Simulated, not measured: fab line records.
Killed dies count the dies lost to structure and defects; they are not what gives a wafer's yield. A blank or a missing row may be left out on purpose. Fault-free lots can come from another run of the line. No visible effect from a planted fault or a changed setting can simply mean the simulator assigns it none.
Which tool was responsible? || flow gf180mcu || 6 lots with 18 wafers sampled at 2 steps, on a route of 602 steps

## WHAT THE GAUGES SHOWED, per wafer
GF_MVSD_TW_MEAS_11.
{"lot": "L350", "measured": "day 5 14:50", "on": "film metro-01", "MVSD_TW": "1598 1588 1577"}
{"lot": "L353", "measured": "day 6 10:49", "on": "film metro-01", "MVSD_TW": "1589 1576 1584"}
{"lot": "L356", "measured": "day 7 01:56", "on": "film metro-04", "MVSD_TW": "1598 1600 1596"}
{"lot": "L358", "measured": "day 7 14:20", "on": "film metro-01", "MVSD_TW": "1592 1579 1590"}
{"lot": "L361", "measured": "day 8 06:34", "on": "film metro-04", "MVSD_TW": "1653 1667 1647 1653 1665 1664"}
{"lot": "L368", "measured": "day 9 23:27", "on": "film metro-02", "MVSD_TW": "1574 1589 1587"}

## WHICH TOOL RAN EACH LOT (tool, then ch and the chambers of the sampled wafers, then the start)
{"lot": "L350", "GF_MVSD_IMPLANT_08": "implanter-04 ch 0, day 5 14:26"}
{"lot": "L353", "GF_MVSD_IMPLANT_08": "implanter-02 ch 0, day 6 10:25"}
{"lot": "L356", "GF_MVSD_IMPLANT_08": "implanter-02 ch 0, day 7 01:34"}
{"lot": "L358", "GF_MVSD_IMPLANT_08": "implanter-02 ch 0, day 7 13:56"}
{"lot": "L361", "GF_MVSD_IMPLANT_08": "implanter-02 ch 0, day 8 06:10"}
{"lot": "L368", "GF_MVSD_IMPLANT_08": "implanter-04 ch 0, day 9 23:03"}
- GF_MVSD_IMPLANT_08

## THE ANSWER, worked out from the rows above alone
Rule: usual is defined by the lots themselves. Put in order of their means at a reading, lots are off if they are a third of the lots or fewer, leave a main group of 4 or more, and stand apart from it by a gap of 3 or more times the standard deviation of the main group's means; of several such gaps the widest counts. A main group whose means are all the same, to the digits that the tables above print for the reading, isn't used. Also off: a lot with no number at a reading for which 4 or more lots have one. Where the step has rows for the other lots, those lots are counted as sound.
Off: L361, at GF_MVSD_TW_MEAS_11 (MVSD_TW). Main group: mean 1588, sd 5.4.
If a tool, at a process step before that reading, ran all the lots that are off and no sound lot after the first of them, it fits. Those tools and the gauges at GF_MVSD_TW_MEAS_11 are tried in the same way. Can't be told from this: 2 tools fit, implanter-02 at GF_MVSD_IMPLANT_08, film metro-04 at GF_MVSD_TW_MEAS_11.

## WHAT THE SIMULATOR PUT IN
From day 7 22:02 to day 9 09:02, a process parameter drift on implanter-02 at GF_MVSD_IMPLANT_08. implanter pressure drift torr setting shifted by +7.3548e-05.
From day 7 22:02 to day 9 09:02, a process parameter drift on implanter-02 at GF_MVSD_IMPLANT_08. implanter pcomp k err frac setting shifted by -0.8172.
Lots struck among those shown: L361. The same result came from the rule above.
